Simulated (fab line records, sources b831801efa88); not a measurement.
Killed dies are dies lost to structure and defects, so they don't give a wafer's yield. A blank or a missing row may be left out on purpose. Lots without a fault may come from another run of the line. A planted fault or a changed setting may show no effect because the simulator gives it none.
Chamber matching | flow sky130 | SKY_VIA2_ETCH_15 on rie_diel-01: 4 sister chambers
The step etches SiO2 in C4F8/O2/Ar, stops on TiN, target depth 546 nm, time 84 s. 4 wafers are shown with their chamber, then 8 later ones without.

WAFERS WITH THEIR CHAMBER
wafer  | chamber | oes_product_au (a.u.)
L279.3 | 0       | 0.934
L279.4 | 1       | 0.935
L279.5 | 3       | 0.945
L286.1 | 2       | 0.939

WAFERS WITHOUT THEIR CHAMBER
wafer  | oes_product_au (a.u.)
L286.2 | 0.940
L286.6 | 0.941
L287.2 | 0.946
L287.3 | 0.933
L287.6 | 0.949
L288.1 | 0.944
L288.3 | 0.939
L288.5 | 0.937

WHICH CHAMBER EACH WENT THROUGH
wafer  | from the rows above          | in truth
L286.2 | 2                            | 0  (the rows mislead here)
L286.6 | can't be placed: 2 or 3      | 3
L287.2 | 3                            | 3
L287.3 | can't be placed: 0 or 1      | 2
L287.6 | 3                            | 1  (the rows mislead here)
L288.1 | 3                            | 3
L288.3 | 2                            | 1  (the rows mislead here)
L288.5 | can't be placed: 2 or 1 or 0 | 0
Placed correctly: 2 of 8. Can't be placed from these rows: 3 (the true chamber is among the candidates in 2). Placed wrongly: 3.
How it was worked out, from the rows above alone: a wafer's distance from a chamber is the root of the sum, over the readings, of the square of ((its reading less the chamber's mean) divided by the reading's scatter). The wafer belongs to the nearest chamber; if the next one is less than 2 further off, it can't be placed. A chamber's mean is the mean of its shown wafers. The scatter: with one shown wafer a chamber, the root of the mean of the squares of how far each hidden wafer lies from its nearest shown one.
